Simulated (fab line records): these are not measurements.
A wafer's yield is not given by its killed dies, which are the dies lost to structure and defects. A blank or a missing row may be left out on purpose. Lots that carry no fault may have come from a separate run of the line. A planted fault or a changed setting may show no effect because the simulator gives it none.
fab line records -- flow sky130
record: lots: 11, wafers: 33, last-day: 50
route steps=708 shown METAL5@661 PASSIVATION@683 PAD_OPEN@708
lots with no fault: from the same line, run without faults
start-h: hours from the record's opening day to when the first of the lot's shown wafers began -- wait-h: how many hours have passed since the lot's step before this one -- " same as the row above -- L1.1+2: a row that stands for several wafers -- - no value present, or no start provided -- * or withheld: withheld -- < > ~ a bound
route shown NAME@n: names a module that has steps shown in the file, with the first one's number in the route -- usual: mean/standard deviation of fault-free wafers -- same: alike in all rows -- chamber/n: place in a boat -- sites: each site's reading -- _std_site: how widely they spread, as a standard deviation -- _edge_site: inner sites' mean taken away from outer sites' mean -- radius-mm: for every site, how far away it sits from the centre of the wafer -- mask NAME#n: copy n -- behind: the tool/chamber that last shaped the wafer -- hold: cause of the lot's hold/its duration in hours/its outcome -- device: whichever transistor did not switch (one of n, p or np) -- end of line: at the end of the route, the tests of the same wafers -- a step given without rows: its recipe and nothing more -- killed: dies that structure and defects cost at the first sort, which is not the same as the wafer's yield -- map: shows each die of a wafer: x if killed, . if not, _ if none is there
set.NAME: the setting the step ran with; set.NAME@STEP: the setting that earlier step ran with -- model.NAME: the simulator's own value behind a step, which no gauge read
the route's steps for a sample of lots (tables are steps, rows are wafers)
services: the hour from which a tool's chamber was out of use, counted from the record's first day as start-h (under 0 if before that day), plus the number of hours and why
== steps ==
step: SKY_METAL5_SPUTTER_00
recipe: material: Ti, target-thk-nm: 15, power-w: 3000, time-s: 10, chamber-pressure-pa: 0.4
usual: throttle-valve-pct: 29.8/0.82
lot.wafer,tool,chamber,start-h,wait-h,throttle-valve-pct
L727.4,pvd-sputter-03,-,1005.32,0.2,29.0
L727.5,pvd-sputter-03,-,1005.32,0.2,29.7
L727.6,pvd-sputter-03,-,1005.32,0.2,31.2
L728.2,pvd-sputter-04,-,1013.07,0.1,31.0
L728.5,pvd-sputter-04,-,1013.07,0.1,29.5
L728.6,pvd-sputter-04,-,1013.07,0.1,29.9
L729.1,pvd-sputter-04,-,1019.11,0.1,30.9
L729.5,pvd-sputter-04,-,1019.11,0.1,29.7
L729.6,pvd-sputter-04,-,1019.11,0.1,28.9
L731.1,pvd-sputter-03,-,1032.41,0.1,28.7
L731.3,pvd-sputter-03,-,1032.41,0.1,30.0
L731.5,pvd-sputter-03,-,1032.41,0.1,28.8
L732.2,pvd-sputter-03,-,1035.73,0.1,29.9
L732.3,pvd-sputter-03,-,1035.73,0.1,28.9
L732.4,pvd-sputter-03,-,1035.73,0.1,31.1
L736.2,pvd-sputter-01,-,1065.88,0.1,29.9
L736.3,pvd-sputter-01,-,1065.88,0.1,29.4
L736.5,pvd-sputter-01,-,1065.88,0.1,30.2
L742.3,pvd-sputter-04,-,1107.76,0.1,29.1
L742.4,pvd-sputter-04,-,1107.76,0.1,29.5
L742.5,pvd-sputter-04,-,1107.76,0.1,31.1
L744.2,pvd-sputter-04,-,1119.14,0.1,29.4
L744.4,pvd-sputter-04,-,1119.14,0.1,28.7
L744.5,pvd-sputter-04,-,1119.14,0.1,31.1
L746.1,pvd-sputter-01,-,1136.04,0.1,30.2
L746.2,pvd-sputter-01,-,1136.04,0.1,29.4
L746.5,pvd-sputter-01,-,1136.04,0.1,29.2
L748.1,pvd-sputter-01,-,1139.48,0.2,28.6
L748.2,pvd-sputter-01,-,1139.48,0.2,29.3
L748.4,pvd-sputter-01,-,1139.48,0.2,30.8
L750.2,pvd-sputter-01,-,1143.21,0.2,30.5
L750.3,pvd-sputter-01,-,1143.21,0.2,28.6
L750.5,pvd-sputter-01,-,1143.21,0.2,29.6
step: SKY_METAL5_SPUTTER_02
recipe: material: AlCu, target-thk-nm: 1150, power-w: 10600, time-s: 61.2, chamber-pressure-pa: 0.4
usual: throttle-valve-pct: 29.8/0.81
lot.wafer,tool,chamber,start-h,wait-h,throttle-valve-pct
L727.4,pvd-sputter-03,-,1005.37,0.0,28.8
L727.5,pvd-sputter-03,-,1005.37,0.0,30.3
L727.6,pvd-sputter-03,-,1005.37,0.0,31.0
L728.2,pvd-sputter-04,-,1013.12,0.0,31.2
L728.5,pvd-sputter-04,-,1013.12,0.0,29.7
L728.6,pvd-sputter-04,-,1013.12,0.0,29.9
L729.1,pvd-sputter-04,-,1019.17,0.0,30.9
L729.5,pvd-sputter-04,-,1019.17,0.0,29.4
L729.6,pvd-sputter-04,-,1019.17,0.0,28.9
L731.1,pvd-sputter-03,-,1032.46,0.0,29.1
L731.3,pvd-sputter-03,-,1032.46,0.0,30.0
L731.5,pvd-sputter-03,-,1032.46,0.0,28.9
L732.2,pvd-sputter-03,-,1035.78,0.0,30.0
L732.3,pvd-sputter-03,-,1035.78,0.0,29.0
L732.4,pvd-sputter-03,-,1035.78,0.0,31.2
L736.2,pvd-sputter-01,-,1065.93,0.0,30.1
L736.3,pvd-sputter-01,-,1065.93,0.0,29.6
L736.5,pvd-sputter-01,-,1065.93,0.0,30.1
L742.3,pvd-sputter-04,-,1107.81,0.0,28.8
L742.4,pvd-sputter-04,-,1107.81,0.0,29.4
L742.5,pvd-sputter-04,-,1107.81,0.0,31.0
L744.2,pvd-sputter-04,-,1119.18,0.0,29.4
L744.4,pvd-sputter-04,-,1119.18,0.0,28.9
L744.5,pvd-sputter-04,-,1119.18,0.0,30.8
L746.1,pvd-sputter-01,-,1136.09,0.0,30.2
L746.2,pvd-sputter-01,-,1136.09,0.0,29.4
L746.5,pvd-sputter-01,-,1136.09,0.0,29.3
L748.1,pvd-sputter-01,-,1139.53,0.0,28.6
L748.2,pvd-sputter-01,-,1139.53,0.0,29.5
L748.4,pvd-sputter-01,-,1139.53,0.0,30.8
L750.2,pvd-sputter-01,-,1143.26,0.0,30.8
L750.3,pvd-sputter-01,-,1143.26,0.0,28.5
L750.5,pvd-sputter-01,-,1143.26,0.0,29.5
step: SKY_METAL5_DESCUM_14
recipe: chemistry: O2, source-power-w: 150, bias-power-w: 0, pressure-mtorr: 10, temp-c: 40, time-s: 11
usual: drypump-motor-current-A: 5.8/0.54, oes-product-au: 0.992/0.0068
lot.wafer,tool,chamber,start-h,wait-h,drypump-motor-current-A,oes-product-au,rf-hours-counter-h
L727.4,rie-metal-01,0,1028.20,0.1,5.6,0.985,-
L727.5,rie-metal-01,1,1028.20,0.1,6.8,0.984,-
L727.6,rie-metal-01,0,1028.20,0.1,5.6,0.999,-
L728.2,rie-metal-01,0,1035.16,0.1,5.6,0.992,12
L728.5,rie-metal-01,1,1035.16,0.1,6.8,0.990,-
L728.6,rie-metal-01,0,1035.16,0.1,5.6,0.991,-
L729.1,rie-metal-03,0,1041.29,0.1,5.7,0.997,2
L729.5,rie-metal-03,1,1041.29,0.1,5.0,0.988,-
L729.6,rie-metal-03,0,1041.29,0.1,5.7,0.990,-
L731.1,rie-metal-04,0,1054.56,0.1,6.1,0.994,21
L731.3,rie-metal-04,0,1054.56,0.1,6.1,1.002,-
L731.5,rie-metal-04,0,1054.56,0.1,6.1,0.994,-
L732.2,rie-metal-04,1,1057.16,0.1,6.1,1.004,17
L732.3,rie-metal-04,0,1057.16,0.1,6.1,1.002,-
L732.4,rie-metal-04,1,1057.16,0.1,6.1,0.995,-
L736.2,rie-metal-04,1,1086.66,0.1,6.1,0.994,19
L736.3,rie-metal-04,1,1086.66,0.1,6.1,1.000,-
L736.5,rie-metal-04,0,1086.66,0.1,6.1,0.998,-
L742.3,rie-metal-04,1,1127.65,0.1,6.1,0.985,-
L742.4,rie-metal-04,0,1127.65,0.1,6.2,0.993,-
L742.5,rie-metal-04,0,1127.65,0.1,6.1,0.989,-
L744.2,rie-metal-03,0,1137.56,0.1,5.7,0.992,9
L744.4,rie-metal-03,0,1137.56,0.1,5.7,0.986,-
L744.5,rie-metal-03,1,1137.56,0.1,5.1,0.984,-
L746.1,rie-metal-03,1,1153.99,0.1,5.0,0.992,22
L746.2,rie-metal-03,0,1153.99,0.1,5.6,0.985,10
L746.5,rie-metal-03,1,1153.99,0.1,5.1,0.984,-
L748.1,rie-metal-03,0,1157.21,0.1,5.7,0.998,11
L748.2,rie-metal-03,1,1157.21,0.1,5.1,0.993,22
L748.4,rie-metal-03,0,1157.21,0.1,5.7,0.989,-
L750.2,rie-metal-04,0,1161.24,0.1,6.1,0.999,2
L750.3,rie-metal-04,0,1161.24,0.1,6.1,1.005,-
L750.5,rie-metal-04,1,1161.24,0.1,6.1,0.988,-
step: SKY_PASSIVATION_CVD_02
recipe: material: Si3N4, target-thk-nm: 540, temp-c: 400, time-s: withheld, rf-w: 450
usual: heater-power-w: 737/94
lot.wafer,tool,chamber,start-h,wait-h,heater-power-w
L727.4,pecvd-01,1,1029.25,0.1,948
L727.5,pecvd-01,2,1029.25,0.1,645
L727.6,pecvd-01,0,1029.25,0.1,717
L728.2,pecvd-04,1,1036.11,0.0,814
L728.5,pecvd-04,1,1036.11,0.0,801
L728.6,pecvd-04,0,1036.11,0.0,682
L729.1,pecvd-01,0,1042.24,0.1,618
L729.5,pecvd-01,0,1042.24,0.1,664
L729.6,pecvd-01,1,1042.24,0.1,898
L731.1,pecvd-01,0,1055.57,0.1,696
L731.3,pecvd-01,2,1055.57,0.1,644
L731.5,pecvd-01,1,1055.57,0.1,918
L732.2,pecvd-04,2,1058.11,0.0,816
L732.3,pecvd-04,0,1058.11,0.0,762
L732.4,pecvd-04,1,1058.11,0.0,666
L736.2,pecvd-01,1,1087.69,0.0,819
L736.3,pecvd-01,2,1087.69,0.0,579
L736.5,pecvd-01,0,1087.69,0.0,701
L742.3,pecvd-01,2,1128.67,0.0,715
L742.4,pecvd-01,1,1128.67,0.0,919
L742.5,pecvd-01,2,1128.67,0.0,713
L744.2,pecvd-01,1,1138.52,0.0,779
L744.4,pecvd-01,0,1138.52,0.0,756
L744.5,pecvd-01,2,1138.52,0.0,618
L746.1,pecvd-03,0,1154.96,0.1,747
L746.2,pecvd-03,1,1154.96,0.1,667
L746.5,pecvd-03,0,1154.96,0.1,595
L748.1,pecvd-04,1,1158.16,0.1,791
L748.2,pecvd-04,0,1158.16,0.1,710
L748.4,pecvd-04,0,1158.16,0.1,714
L750.2,pecvd-03,0,1162.42,0.0,695
L750.3,pecvd-03,1,1162.42,0.0,750
L750.5,pecvd-03,1,1162.42,0.0,782
step: SKY_PASSIVATION_THK_MEAS_03
recipe: reads: Si3N4_of_PASSIVATION_CVD_02
usual: PASSIVATION_CVD_02_THK: 539/7.1
lot.wafer,tool,chamber,start-h,wait-h,PASSIVATION_CVD_02_THK[nm]
L727.4,film-metro-01,-,1029.39,-,548
L727.5,film-metro-01,-,1029.39,-,546
L727.6,film-metro-01,-,1029.39,-,542
L728.2,film-metro-01,-,1036.34,-,533
L728.5,film-metro-01,-,1036.34,-,541
L728.6,film-metro-01,-,1036.34,-,533
L729.1,film-metro-02,-,1042.47,-,533
L729.5,film-metro-02,-,1042.47,-,549
L729.6,film-metro-02,-,1042.47,-,539
L731.1,film-metro-01,-,1055.80,-,534
L731.3,film-metro-01,-,1055.80,-,536
L731.5,film-metro-01,-,1055.80,-,548
L732.2,film-metro-01,-,1058.35,-,524
L732.3,film-metro-01,-,1058.35,-,525
L732.4,film-metro-01,-,1058.35,-,538
L736.2,film-metro-02,-,1087.92,-,540
L736.3,film-metro-02,-,1087.92,-,544
L736.5,film-metro-02,-,1087.92,-,549
L742.3,film-metro-02,-,1128.92,-,535
L742.4,film-metro-02,-,1128.92,-,828
L742.5,film-metro-02,-,1128.92,-,547
L744.2,film-metro-01,-,1138.75,-,804
L744.4,film-metro-01,-,1138.75,-,543
L744.5,film-metro-01,-,1138.75,-,546
L746.1,film-metro-04,-,1155.19,-,533
L746.2,film-metro-04,-,1155.19,-,532
L746.5,film-metro-04,-,1155.19,-,537
L748.1,film-metro-04,-,1158.38,-,534
L748.2,film-metro-04,-,1158.38,-,533
L748.4,film-metro-04,-,1158.38,-,550
L750.2,film-metro-01,-,1162.66,-,531
L750.3,film-metro-01,-,1162.66,-,535
L750.5,film-metro-01,-,1162.66,-,543
step: SKY_PAD_OPEN_PROBE_99
usual: defect-limited-yield: 82.5/2, killed_at_M0_to_M3: 42/6.6, killed_at_M4_up: 3.1/1.9, killed-at-contacts: 25/5.7, killed-at-front-end: 16/5, killed-at-other: 0.2/0.38, killed-dies: 86/9.6, killed-on-rim: 16/4, killed-open: 47/7.2, killed-short: 39/6.2, sort_bin_3_pad_short: 0.9/0.44, sort_bin_5_function: 10.3/1.5, sort_bin_6_memory: 6.2/1.1, sort-n-pass: 406/9.6, sort-yield-pct: 82.5/2
same: gross-dies: 492, killed-at-back-side: 0, sort_bin_4_leakage[%]: 0, sort_bin_8_speed[%]: 0
lot.wafer,tool,chamber,start-h,wait-h,defect-limited-yield[%],killed_at_M0_to_M3,killed_at_M4_up,killed-at-contacts,killed-at-front-end,killed-at-other,killed-dies,killed-on-rim,killed-open,killed-short,sort_bin_3_pad_short[%],sort_bin_5_function[%],sort_bin_6_memory[%],sort-n-pass,sort-yield-pct[%]
L727.4,prober-01,-,1074.84,0.2,81.9,42,2,21,24,0,89,19,44,45,1.2,10.2,6.7,403,81.9
L727.5,prober-01,-,1074.89,0.2,83.5,40,1,18,22,0,81,16,43,38,0.6,10.4,5.5,411,83.5
L727.6,prober-01,-,1074.94,0.2,85.0,35,2,19,18,0,74,14,38,36,0.8,8.3,5.9,418,85.0
L728.2,prober-02,-,1082.60,0.1,83.5,48,3,19,11,0,81,10,56,25,0,8.5,7.9,411,83.5
L728.5,prober-02,-,1082.75,0.2,85.4,31,5,23,13,0,72,16,47,25,0.8,10.0,3.9,420,85.4
L728.6,prober-02,-,1082.80,0.2,82.3,53,1,20,12,1,87,17,57,30,0.6,11.0,6.1,405,82.3
L729.1,prober-01,-,1088.08,0.1,82.3,39,6,24,18,0,87,18,45,42,1.8,8.9,6.9,405,82.3
L729.5,prober-01,-,1088.28,0.2,85.4,43,3,17,8,1,72,18,38,33,1.6,7.7,5.3,420,85.4
L729.6,prober-01,-,1088.33,0.2,82.3,48,6,17,15,1,87,15,40,47,1.0,10.6,6.1,405,82.3
L731.1,prober-01,-,1099.93,0.1,82.5,44,4,24,14,0,86,15,50,36,1.0,9.1,7.3,406,82.5
L731.3,prober-01,-,1100.03,0.2,82.7,33,3,29,20,0,85,17,38,47,0.2,10.2,6.9,407,82.7
L731.5,prober-01,-,1100.13,0.2,79.7,39,0,40,21,0,100,24,57,43,1.2,12.6,6.5,392,79.7
L742.3,prober-02,-,1166.64,0.2,80.1,45,3,34,16,0,98,20,52,46,1.4,11.8,6.7,394,80.1
L742.4,prober-02,-,1166.69,0.2,0,39,2,31,16,404,492,96,50,38,1.4,92.1,6.5,0,0
L742.5,prober-02,-,1166.74,0.2,80.1,52,5,27,13,1,98,17,61,37,1.2,11.2,7.5,394,80.1
L744.2,prober-02,-,1177.10,0.1,0,44,2,28,7,411,492,96,48,34,0.4,94.1,5.5,0,0
L744.4,prober-02,-,1177.20,0.2,85.0,36,2,25,11,0,74,15,36,38,0.6,8.3,6.1,418,85.0
L744.5,prober-02,-,1177.25,0.2,80.3,57,3,25,12,0,97,22,53,41,1.0,11.2,7.5,395,80.3
L748.1,prober-02,-,1193.35,0.1,83.5,33,5,23,20,0,81,18,44,37,1.0,10.6,4.9,411,83.5
L748.2,prober-02,-,1193.40,0.1,84.1,39,2,21,16,0,78,15,42,36,1.2,8.7,5.9,414,84.1
L748.4,prober-02,-,1193.50,0.2,86.4,30,2,24,11,0,67,9,40,27,1.4,6.3,5.9,425,86.4
L750.2,prober-02,-,1197.85,0.1,84.8,35,4,20,16,0,75,11,43,32,0.6,8.1,6.5,417,84.8
L750.3,prober-02,-,1197.90,0.2,84.6,43,4,24,5,0,76,17,43,33,0.8,9.1,5.5,416,84.6
L750.5,prober-02,-,1198.00,0.2,85.0,38,5,22,9,0,74,18,40,34,0.8,8.5,5.7,418,85.0
killed by level:class
L727.4 LI_CONTACT:geometric-particle:open=9 POLY_GATE:geometric-particle:open=7 METAL1:geometric-particle:short=7 METAL2:geometric-particle:short=7 FIELD_ISO:geometric-particle:short=6 CONTACT:geometric-particle:open=6 VIA1:geometric-particle:short=6 METAL1:geometric-particle:open=4
L727.5 METAL1:geometric-particle:short=9 VIA2:geometric-particle:open=6 CONTACT:geometric-particle:open=6 VIA3:geometric-particle:open=6 POLY_GATE:geometric-particle:open=5 LOCAL_INTERCONNECT:geometric-particle:short=5 VIA3:geometric-particle:short=5 FIELD_ISO:geometric-particle:short=4
L727.6 FIELD_ISO:geometric-particle:open=7 VIA1:geometric-particle:open=7 CONTACT:geometric-particle:open=6 METAL1:geometric-particle:short=6 METAL2:geometric-particle:short=6 LI_CONTACT:geometric-particle:open=5 VIA2:geometric-particle:open=5 LOCAL_INTERCONNECT:geometric-particle:short=4
L728.2 VIA1:geometric-particle:open=16 CONTACT:geometric-particle:open=10 VIA3:geometric-particle:open=8 FIELD_ISO:geometric-particle:open=7 METAL2:geometric-particle:short=6 LI_CONTACT:geometric-particle:open=4 METAL1:geometric-particle:short=4 VIA2:geometric-particle:open=4
L728.5 LI_CONTACT:geometric-particle:open=9 VIA2:geometric-particle:open=9 CONTACT:geometric-particle:open=8 VIA1:geometric-particle:open=7 FIELD_ISO:geometric-particle:open=4 METAL4:geometric-particle:short=4 VIA3:geometric-particle:open=4 FIELD_ISO:geometric-particle:short=3
L728.6 VIA1:geometric-particle:open=17 VIA2:geometric-particle:open=10 CONTACT:geometric-particle:open=8 VIA3:geometric-particle:open=8 VIA1:geometric-particle:short=7 FIELD_ISO:geometric-particle:short=6 LI_CONTACT:geometric-particle:open=6 METAL1:geometric-particle:short=5
L729.1 VIA1:geometric-particle:open=11 LI_CONTACT:geometric-particle:open=8 CONTACT:geometric-particle:open=6 VIA3:geometric-particle:open=6 POLY_GATE:geometric-particle:short=5 CONTACT:geometric-particle:short=5 METAL4:geometric-particle:short=5 FIELD_ISO:geometric-particle:short=4
L729.5 CONTACT:geometric-particle:open=10 VIA1:geometric-particle:open=9 VIA1:geometric-particle:short=6 METAL2:geometric-particle:short=5 VIA2:geometric-particle:open=5 METAL3:geometric-particle:short=5 POLY_GATE:geometric-particle:open=4 VIA3:geometric-particle:open=4
L729.6 METAL2:geometric-particle:short=10 VIA1:geometric-particle:open=10 CONTACT:geometric-particle:open=6 METAL1:geometric-particle:short=6 VIA1:geometric-particle:short=6 VIA3:geometric-particle:open=5 FIELD_ISO:geometric-particle:short=4 CONTACT:geometric-particle:short=4
L731.1 VIA1:geometric-particle:open=10 CONTACT:geometric-particle:open=10 METAL1:geometric-particle:short=8 VIA2:geometric-particle:open=7 VIA3:geometric-particle:open=5 FIELD_ISO:geometric-particle:open=4 POLY_GATE:geometric-particle:open=4 LI_CONTACT:geometric-particle:open=4
L731.3 CONTACT:geometric-particle:open=9 CONTACT:geometric-particle:short=7 FIELD_ISO:geometric-particle:short=6 LI_CONTACT:geometric-particle:open=6 FIELD_ISO:geometric-particle:open=5 METAL1:geometric-particle:short=5 VIA2:geometric-particle:open=4 LOCAL_INTERCONNECT:geometric-particle:short=4
L731.5 LI_CONTACT:geometric-particle:open=14 VIA1:geometric-particle:open=12 CONTACT:geometric-particle:open=11 CONTACT:geometric-particle:short=8 POLY_GATE:geometric-particle:short=6 VIA2:geometric-particle:open=6 POLY_GATE:geometric-particle:open=5 VIA3:geometric-particle:short=5
L742.3 LI_CONTACT:geometric-particle:open=11 CONTACT:geometric-particle:short=9 CONTACT:geometric-particle:open=8 VIA1:geometric-particle:open=8 VIA3:geometric-particle:open=7 METAL1:geometric-particle:short=6 POLY_GATE:geometric-particle:open=5 VIA1:geometric-particle:short=5
L742.4 PASSIVATION:area-etch=404 CONTACT:geometric-particle:open=12 LI_CONTACT:geometric-particle:open=10 VIA2:geometric-particle:open=8 METAL1:geometric-particle:short=7 POLY_GATE:geometric-particle:short=5 METAL2:geometric-particle:short=5 FIELD_ISO:geometric-particle:short=4
L742.5 VIA1:geometric-particle:open=13 CONTACT:geometric-particle:open=12 VIA2:geometric-particle:open=10 LI_CONTACT:geometric-particle:open=7 METAL2:geometric-particle:short=6 POLY_GATE:geometric-particle:open=5 LOCAL_INTERCONNECT:geometric-particle:short=5 METAL1:geometric-particle:short=4
L744.2 PASSIVATION:area-etch=405 CONTACT:geometric-particle:open=15 METAL1:geometric-particle:short=11 VIA1:geometric-particle:open=10 VIA2:geometric-particle:open=5 VIA3:geometric-particle:open=5 PAD_OPEN:area-etch=5 POLY_GATE:geometric-particle:short=4
L744.4 CONTACT:geometric-particle:open=7 VIA2:geometric-particle:open=7 VIA1:geometric-particle:open=6 METAL2:geometric-particle:short=6 FIELD_ISO:geometric-particle:short=5 CONTACT:geometric-particle:short=5 LI_CONTACT:geometric-particle:open=5 VIA1:geometric-particle:short=5
L744.5 VIA1:geometric-particle:open=12 VIA3:geometric-particle:open=10 CONTACT:geometric-particle:open=9 VIA2:geometric-particle:open=8 LI_CONTACT:geometric-particle:open=7 LOCAL_INTERCONNECT:geometric-particle:short=6 VIA1:geometric-particle:short=6 METAL1:geometric-particle:short=5
L748.1 LI_CONTACT:geometric-particle:open=8 CONTACT:geometric-particle:open=7 VIA1:geometric-particle:open=6 FIELD_ISO:geometric-particle:open=5 FIELD_ISO:geometric-particle:short=5 CONTACT:geometric-particle:short=5 VIA1:geometric-particle:short=5 METAL2:geometric-particle:short=5
L748.2 VIA1:geometric-particle:open=12 METAL1:geometric-particle:short=8 CONTACT:geometric-particle:open=7 LOCAL_INTERCONNECT:geometric-particle:short=6 VIA2:geometric-particle:open=6 VIA3:geometric-particle:short=5 FIELD_ISO:geometric-particle:short=4 LI_CONTACT:geometric-particle:open=4
L748.4 VIA1:geometric-particle:open=11 CONTACT:geometric-particle:open=7 LI_CONTACT:geometric-particle:open=6 LOCAL_INTERCONNECT:geometric-particle:short=6 POLY_GATE:geometric-particle:open=5 VIA2:geometric-particle:open=5 METAL2:geometric-particle:short=3 VIA3:geometric-particle:short=3
L750.2 CONTACT:geometric-particle:open=11 VIA1:geometric-particle:open=9 POLY_GATE:geometric-particle:open=6 METAL1:geometric-particle:short=5 VIA3:geometric-particle:short=5 LI_CONTACT:geometric-particle:open=4 VIA1:geometric-particle:short=4 METAL4:geometric-particle:short=4
L750.3 VIA3:geometric-particle:open=10 VIA1:geometric-particle:open=10 CONTACT:geometric-particle:open=7 CONTACT:geometric-particle:short=6 LI_CONTACT:geometric-particle:open=5 VIA2:geometric-particle:open=5 VIA1:geometric-particle:short=4 METAL2:geometric-particle:short=4
L750.5 VIA1:geometric-particle:open=8 CONTACT:geometric-particle:open=7 LI_CONTACT:geometric-particle:open=6 VIA3:geometric-particle:open=6 CONTACT:geometric-particle:short=5 VIA1:geometric-particle:short=5 METAL1:geometric-particle:short=4 VIA2:geometric-particle:open=4
== services ==
tool,chamber,start-h,hours,kind
rie-metal-01,-,1031.56,0.8,repair
pvd-sputter-03,-,1058.94,89.3,repair
pvd-sputter-01,1,1068.07,-,consumable-replace:kit
pvd-sputter-01,1,1068.07,18.0,scheduled-down
pvd-sputter-01,1,1068.07,18.0,vent-cycle
pvd-sputter-04,2,1086.26,-,consumable-replace:kit
pvd-sputter-04,2,1086.26,18.0,scheduled-down
pvd-sputter-04,2,1086.26,18.0,vent-cycle
rie-metal-01,-,1088.78,1.1,repair
pecvd-01,-,1097.67,1.0,repair
rie-metal-04,0,1128.63,-,clean
rie-metal-04,0,1128.63,-,consumable-replace:focus-ring
rie-metal-04,0,1128.63,11.4,scheduled-down
rie-metal-04,0,1128.63,11.4,vent-cycle
pecvd-04,-,1131.04,2.6,repair
pvd-sputter-04,1,1132.55,-,consumable-replace:kit
pvd-sputter-04,1,1132.55,18.0,scheduled-down
pvd-sputter-04,1,1132.55,18.0,vent-cycle
rie-metal-01,0,1138.94,17.7,repair
pvd-sputter-01,0,1144.47,-,consumable-replace:kit
pvd-sputter-01,0,1144.47,18.0,scheduled-down
pvd-sputter-01,0,1144.47,18.0,vent-cycle
rie-metal-03,-,1154.75,0.5,repair
pecvd-04,-,1159.42,2.8,pm
== key ==
first-sign: step: SKY_PASSIVATION_THK_MEAS_03, reading: PASSIVATION_CVD_02_THK, direction: up, sigmas: 39, usual: 539, struck: 816
effect: step: SKY_PAD_OPEN_PROBE_99, reading: killed-at-other, direction: up, sigmas: 99+, usual: 0.2, struck: 407.5
more-kills-born-at: SKY_PASSIVATION_ETCH_11@rie-diel-01: 405, SKY_PASSIVATION_ETCH_11@rie-diel-02: 404
met-at SKY_PASSIVATION_CVD_02
struck-lots L742,L744
struck-wafers L742.4,L744.2
later-rows-left-out L742.4,L744.2
not-acting-at SKY_METAL5_SPUTTER_00,SKY_METAL5_SPUTTER_02,SKY_METAL5_DESCUM_14
onset-between 1087.69 1128.67
fault: kind: process-parameter-drift, tool: pecvd-01, chamber: 1, onset-h: 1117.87, steps: SKY_PASSIVATION_CVD_02, channel: time-s, offset: withheld, shape: step, end-h: 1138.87, acts-in: *
later-rows-left-out: the simulator's readings of these wafers behind a module that went badly wrong aren't trusted and aren't shown, but for the sort
